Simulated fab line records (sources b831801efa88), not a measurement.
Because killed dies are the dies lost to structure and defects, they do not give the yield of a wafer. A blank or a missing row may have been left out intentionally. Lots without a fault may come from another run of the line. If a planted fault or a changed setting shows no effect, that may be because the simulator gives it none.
Comparing a struck lot with a sound one || flow gf180mcu || 19 out of 602 route steps
Sound: wafers L998.1, L998.2, L998.4. Wafers struck: L106.1, L106.3, L106.4. At the end, the cause is stated.
Each step with rows lists, per side, the tool, then ch with its chambers, then its first start. Under that, the readings that differ: sound wafers || struck wafers || difference of the means || sigmas: that difference in standard deviations of wafers without a fault.
alike: a reading whose means differ by less than 2 such deviations, as well as words and numbers matching on both sides. not compared: withheld readings; readings where some wafer has no value; bounds like >300 that might hide an equal value; numbers whose values overlap and for which the record gives no deviation.
Wherever a step has rows on one side only, a row that says differs or no value, or a row with sigmas, the two part there. Numbers that don't overlap but have no deviation are shown without sigmas and don't part them. A reading that every wafer of one side lacks parts them only if that side has two wafers or more.

first, 1 step without rows for these wafers: GF_DUAL_GATE_WET_ETCH_12 (etches SiO2 in dHF, target depth 13 nm, time 260 s).
GF_DUAL_GATE_STRIP_13: strips in O2/N2.
  sound on plasma_asher-01 ch 0,1, day 8 16:23; struck on plasma_asher-03 ch 0,1, day 11 02:26
  alike: drypump_motor_current_A, heater_power_w, oes_product_au, strip_time_to_endpoint_s
  not compared: rf_hours_counter_h
then, 3 steps without rows for these wafers: GF_DUAL_GATE_CLEAN_14 (cleans in SC1/SC2, time 150 s); GF_DUAL_GATE_OXIDATION_15 (stabilise 600 s, purge 300 s, target thk 7.098 nm); GF_POLY_GATE_CVD_00 (deposits poly-Si, target thk 200 nm, time 1200 s).
GF_POLY_GATE_THK_MEAS_01:
  struck on film_metro-03, day 11 05:35; sound on film_metro-04, day 8 20:10
  alike: POLY_GATE_CVD_00_THK
then, 6 steps without rows for these wafers: GF_POLY_GATE_DEHYDRATE_02 (time 60 s); GF_POLY_GATE_HMDS_03 (prime time 60 s); GF_POLY_GATE_COAT_04; GF_POLY_GATE_COAT_05 (resist thk 700 nm); GF_POLY_GATE_SOFTBAKE_06 (time 60 s); GF_POLY_GATE_EXPOSE_07 (exposes mask Poly2, target cd 280 nm).
GF_POLY_GATE_PEB_08: peb time 90 s.
  sound on litho_track-03 ch 0, day 9 12:52; struck on litho_track-01 ch 0, day 11 23:23
then, 1 step without rows for these wafers: GF_POLY_GATE_DEVELOP_09 (develop time 60 s).
GF_POLY_GATE_CD_MEAS_10: target cd 280 nm.
  struck on cd_sem-02, day 11 23:44; sound on cd_sem-01, day 9 13:13
  alike: cd_nm
GF_POLY_GATE_OVL_MEAS_11:
  struck on overlay-01, day 11 23:52; sound on overlay-02, day 9 13:20
  alike: POLY_GATE_OVL
GF_POLY_GATE_ETCH_12: etches BARC in N2/H2.
  sound on rie_diel-03 ch 0,2,3, day 9 13:22; struck on rie_diel-04 ch 0,1,3, day 11 23:53
{"reading": "model.POLY_GATE.cd_nm (nm)", "sound": "279.4 280.6 280.1", "struck": "278.4 275.8 278.4", "difference": -2.5, "sigmas": ""}
  alike: drypump_motor_current_A, oes_product_au, throttle_valve_pct
GF_POLY_GATE_ETCH_13: etches poly-Si in HBr/Cl2, stops on SiO2, target depth 198.5 nm, time 69.6 s.
  sound on rie_si-02 ch 0,1,3, day 9 13:25; struck on rie_si-02 ch 0,1,3, day 11 23:57
  alike: drypump_motor_current_A, mfc_cl2_sccm, oes_product_au, throttle_valve_pct
  not compared: rf_hours_counter_h
-- here the record skips 20 days between the struck wafers' starts before and after, leaving off in module POLY_GATE and picking up in module PASSIVATION (first step shown: number 602 of the route) --
GF_PASSIVATION_PROBE_99:
  only the struck wafers here have rows in the record (prober-02, day 31 21:10); the sound ones have none

WHERE THEY PART
Within this record, at GF_PASSIVATION_PROBE_99 only.

WHY: whatever the simulator had introduced
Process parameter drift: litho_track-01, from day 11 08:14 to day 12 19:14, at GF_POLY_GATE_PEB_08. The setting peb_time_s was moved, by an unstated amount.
